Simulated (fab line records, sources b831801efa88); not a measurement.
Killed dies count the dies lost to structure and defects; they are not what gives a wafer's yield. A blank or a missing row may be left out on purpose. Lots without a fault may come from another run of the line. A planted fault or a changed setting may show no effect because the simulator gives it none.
A struck lot beside a sound one | flow gf180mcu | 45 steps out of a route of 602
Sound: these wafers, L188.1, L188.3, L188.5. The struck wafers were L199.2, L199.3, L199.5. The cause comes at the end.
For every step that has rows: the tool of each side, followed by ch and its chambers, followed by its first start. Under that, the readings that differ: sound wafers | struck wafers | difference of the means | sigmas: that difference in standard deviations of wafers without a fault.
alike: same words and numbers on both sides, and readings whose means sit less than 2 such deviations apart. not compared: any withheld reading, any reading some wafer has no value for, any bound like >300 that may hide the same value, and any number with overlapping values for which the record gives no deviation.
Wherever a step has rows on one side only, a row that says differs or no value, or a row with sigmas, the two part there. Numbers that have no deviation but don't overlap get no sigmas and don't part them. A reading missing from all wafers of one side parts the sides only when that side holds two or more wafers.

first, 1 step without rows for these wafers: GF_NWELL_IMPLANT_09.
GF_NWELL_STRIP_10: strips in O2/N2.
  sound on plasma asher-01 ch 0,1, day 5 14:28; struck on plasma asher-03 ch 0,1, day 8 03:18
  reading                      | sound             | struck            | difference | sigmas
  strip time to endpoint s (s) | 37.26 37.31 37.27 | 37.03 37.02 37.02 | -0.26      | -3
  alike: chamber pressure mTorr, drypump motor current A, heater power w, oes product au
  not compared: rf hours counter h
GF_NWELL_TW_MEAS_11:
  sound on film metro-03 at day 5 14:34; struck on film metro-04 at day 8 03:25
  alike: NWELL_TW
then, 7 steps without rows for these wafers: GF_LVPWELL_DEHYDRATE_00 (time 60 s); GF_LVPWELL_HMDS_01 (prime time 60 s); GF_LVPWELL_COAT_02 (resist thk 3000 nm); GF_LVPWELL_SOFTBAKE_03; GF_LVPWELL_EXPOSE_04 (exposes mask LVPWELL, target cd 600 nm); GF_LVPWELL_PEB_05; GF_LVPWELL_DEVELOP_06 (develop time 60 s).
GF_LVPWELL_OVL_MEAS_07:
  sound on overlay-02 at day 6 04:35; struck on overlay-02 at day 8 20:19
  alike: LVPWELL_OVL
next, for these wafers, 1 step has no rows: GF_LVPWELL_IMPLANT_08.
GF_LVPWELL_IMPLANT_09:
  sound on implanter-01 ch 0, day 6 04:46; struck on implanter-04 ch 0, day 8 20:31
  reading            | sound                         | struck                        | difference | sigmas
  beam energy keV    | 59.965 59.975 59.968          | 60.016 60.023 60.014          | +0.048     | +2
  dose ions cm2      | 4.994e+12 5.003e+12 5.005e+12 | 5.466e+12 5.466e+12 5.459e+12 | +4.630e+11 | +80
  faraday current uA | 27.8 28.2 28.1                | 31.3 31.4 31.6                | +3.4       | +6
  alike: beam on s
GF_LVPWELL_STRIP_10: strips in O2/N2.
  sound on plasma asher-02 ch 0,1, day 6 04:55; struck on plasma asher-03 ch 1, day 8 20:39
  alike: chamber pressure mTorr, drypump motor current A, heater power w, oes product au, strip time to endpoint s
  not compared: rf hours counter h
GF_LVPWELL_TW_MEAS_11:
  sound on film metro-01 at day 6 05:01; struck on film metro-04 at day 8 20:46
  alike: LVPWELL_TW
then, 7 steps without rows for these wafers: GF_MVSD_DEHYDRATE_00 (time 60 s); GF_MVSD_HMDS_01 (prime time 60 s); GF_MVSD_COAT_02 (resist thk 3000 nm); GF_MVSD_SOFTBAKE_03; GF_MVSD_EXPOSE_04 (exposes mask MVSD, target cd 1000 nm); GF_MVSD_PEB_05; GF_MVSD_DEVELOP_06 (develop time 60 s).
GF_MVSD_OVL_MEAS_07:
  sound on overlay-01 at day 6 20:04; struck on overlay-01 at day 9 13:01
  reading       | sound       | struck         | difference | sigmas
  MVSD_OVL (nm) | 1.4 1.2 2.7 | -2.2 -1.4 -2.9 | -3.9       | -2
then, 2 steps without rows for these wafers: GF_MVSD_IMPLANT_08; GF_MVSD_IMPLANT_09.
GF_MVSD_STRIP_10: strips in O2/N2.
  sound on plasma asher-01 ch 0, day 6 20:24; struck on plasma asher-03 ch 0,1, day 9 13:21
  alike: chamber pressure mTorr, drypump motor current A, heater power w, oes product au, strip time to endpoint s
  not compared: rf hours counter h
GF_MVSD_TW_MEAS_11:
  sound on film metro-01 at day 6 20:30; struck on film metro-01 at day 9 13:28
  alike: MVSD_TW
then, 7 steps without rows for these wafers: GF_MVPSD_DEHYDRATE_00 (time 60 s); GF_MVPSD_HMDS_01 (prime time 60 s); GF_MVPSD_COAT_02 (resist thk 3000 nm); GF_MVPSD_SOFTBAKE_03; GF_MVPSD_EXPOSE_04 (exposes mask MVPSD, target cd 1000 nm); GF_MVPSD_PEB_05; GF_MVPSD_DEVELOP_06 (develop time 60 s).
GF_MVPSD_OVL_MEAS_07:
  sound on overlay-01 at day 7 12:22; struck on overlay-01 at day 10 07:01
  alike: MVPSD_OVL
then, 2 steps without rows for these wafers: GF_MVPSD_IMPLANT_08; GF_MVPSD_IMPLANT_09.
GF_MVPSD_STRIP_10: strips in O2/N2.
  sound on plasma asher-02 ch 0,1, day 7 12:42; struck on plasma asher-02 ch 0,1, day 10 07:21
  alike: chamber pressure mTorr, drypump motor current A, heater power w, oes product au, strip time to endpoint s
  not compared: rf hours counter h
GF_MVPSD_TW_MEAS_11:
  sound on film metro-04 at day 7 12:48; struck on film metro-01 at day 10 07:28
  alike: MVPSD_TW
then, 3 steps without rows for these wafers: GF_VT_IMPLANT_DEHYDRATE_00 (time 60 s); GF_VT_IMPLANT_HMDS_01 (prime time 60 s); GF_VT_IMPLANT_COAT_02 (resist thk 1000 nm).
-- the record jumps here: 3 days lie between the struck wafers' starts before and after --
GF_VT_IMPLANT_RS_MEAS_48: uses a four-point probe to measure.
  sound on film metro-01 at day 10 08:55; struck on film metro-04 at day 13 10:28
  reading             | sound          | struck         | difference | sigmas
  LVPWELL_RS (ohm/sq) | 1201 1195 1199 | 1179 1179 1179 | -19        | -6
  not compared: hold
GF_VT_IMPLANT_RS_MEAS_49: uses a four-point probe to measure.
  sound on film metro-01 at day 10 09:02; struck on film metro-04 at day 13 15:01
  reading | sound | struck                                                                     | difference                   | sigmas
  hold    | - - - | await dispo/4.4h/release await dispo/4.4h/release await dispo/4.4h/release | no value on the sound wafers |
  alike: MVPSD_RS
GF_PASSIVATION_PROBE_99:
  sound wafers here have rows in the record (prober-01, day 32 00:05); struck ones have none

== WHERE THEY PART ==
First at GF_NWELL_STRIP_10; last, within this record, at GF_PASSIVATION_PROBE_99.

WHY: what had been put in by the simulator
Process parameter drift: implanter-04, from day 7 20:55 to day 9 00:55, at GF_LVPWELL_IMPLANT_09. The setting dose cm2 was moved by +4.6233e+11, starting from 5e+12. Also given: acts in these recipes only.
